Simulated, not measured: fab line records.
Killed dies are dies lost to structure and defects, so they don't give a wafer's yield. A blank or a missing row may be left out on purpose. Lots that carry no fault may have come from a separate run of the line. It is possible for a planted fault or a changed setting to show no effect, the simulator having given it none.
The tool behind it: which one? -- flow sky130 -- 32 wafers from 11 lots sampled at 4 of the route's 708 steps

## WHAT THE GAUGES SHOWED, per wafer
SKY_METAL1_OVL_MEAS_16.
lot,measured,on,METAL1_OVL (nm)
L530,day 32 23:41,overlay-02,0 1 3
L532,day 33 15:59,overlay-02,0 -4 2
L538,day 35 19:50,overlay-02,-5 -12 -11
L539,day 36 03:43,overlay-01,-2 1
L542,day 37 04:32,overlay-02,3 6 11
L547,day 38 12:50,overlay-01,-2 -2 -3
L548,day 38 19:06,overlay-01,6 2 2
L550,day 39 21:50,overlay-01,4 -2 -1
L551,day 40 05:47,overlay-02,-5 -4 -4
L552,day 40 08:23,overlay-02,-2 2 -1
L553,day 40 16:42,overlay-01,-4 -10 6

SKY_VIA1_BOW_MEAS_03.
lot,measured,on,VIA1_BOW (um)
L530,day 33 01:05,film metro-03,81 80 75
L532,day 33 17:18,film metro-02,87 90 84
L538,day 35 21:15,film metro-03,77 80 73
L539,day 36 05:02,film metro-04,83 83
L542,day 37 05:49,film metro-03,86 70 76
L547,day 38 14:07,film metro-03,96 76 81
L548,day 38 20:46,film metro-04,76 76 79
L550,day 39 23:32,film metro-04,86 91 80
L551,day 40 07:04,film metro-04,83 82 80
L552,day 40 09:40,film metro-04,85 88 83
L553,day 40 18:02,film metro-02,90 71 91

SKY_VIA2_THK_MEAS_01.
lot,measured,on,VIA2_HDPCVD_THK (nm)
L530,day 35 10:23,film metro-02,1198 1210 1217
L532,day 36 01:53,film metro-02,1160 1151 1167
L538,day 38 05:33,film metro-01,1178 1186 333
L539,day 38 13:13,film metro-04,369 1174
L542,day 39 12:56,film metro-02,369 1180 1184
L547,day 40 18:54,film metro-02,1203 1179 1189
L548,day 41 01:50,film metro-01,1183 1187 1184
L550,day 42 03:14,film metro-04,1192 1155 1150
L551,day 42 11:16,film metro-01,1162 1182 1181
L552,day 42 13:26,film metro-01,1170 1196 1170
L553,day 42 21:12,film metro-01,1177 1193 1189

## TOOL THAT RAN EACH LOT (tool first, then ch and the chambers of the sampled wafers, then the start)
lot,SKY_VIA2_HDPCVD_00
L530,"hdpcvd-02 ch 0,2, day 35 10:15"
L532,"hdpcvd-01 ch 0,1,2, day 36 01:45"
L538,"hdpcvd-01 ch 0,2, day 38 05:25"
L539,"hdpcvd-01 ch 0, day 38 13:05"
L542,"hdpcvd-01 ch 0,1,2, day 39 12:48"
L547,"hdpcvd-02 ch 0,1, day 40 18:47"
L548,"hdpcvd-02 ch 1,2, day 41 01:41"
L550,"hdpcvd-01 ch 0,2, day 42 03:06"
L551,"hdpcvd-01 ch 0,1,2, day 42 11:08"
L552,"hdpcvd-01 ch 0,1,2, day 42 13:18"
L553,"hdpcvd-01 ch 0,1,2, day 42 21:07"
- SKY_VIA2_HDPCVD_00: deposits SiO2, target thk 1180 nm, time 196.7 s.

## AS READ BY THE TOOLS THEMSELVES (means over the sampled wafers that have a number; for cases with no such wafer, the mark the record gives instead)
The record holds no such reading with a usual standard deviation.

## THE ANSWER, worked out from the rows above alone
Rule: the lots themselves supply what counts as usual. The widest of any qualifying gaps counts: lots, ordered by their means at a reading, are off when they make up no more than a third of the lots, leave a main group of 4 or more, and stand apart from it by 3 or more times the standard deviation of that group's means. A main group is skipped when, at the precision printed for the reading in the tables above, its means are all equal. Also off: a lot with no number at a reading for which 4 or more lots have one. Any other lot the step has rows for is counted as sound. First the gauges in route order, then the tools' own readings, where a lot's mean is used as printed above. At the first step where some lot is off, the reading lying furthest off is the one used; lots without a number count as furthest.
Off: at SKY_VIA2_THK_MEAS_01 (VIA2_HDPCVD_THK), L538, L539, L542. The main group has a mean of 1181 nm with a standard deviation of 14.
If a tool, at a process step before that reading, ran all the lots that are off and no sound lot after the first of them, it fits. The gauges at SKY_VIA2_THK_MEAS_01 are tried like those tools. Of those tried, none fits.

## WHAT THE SIMULATOR HAD INSERTED
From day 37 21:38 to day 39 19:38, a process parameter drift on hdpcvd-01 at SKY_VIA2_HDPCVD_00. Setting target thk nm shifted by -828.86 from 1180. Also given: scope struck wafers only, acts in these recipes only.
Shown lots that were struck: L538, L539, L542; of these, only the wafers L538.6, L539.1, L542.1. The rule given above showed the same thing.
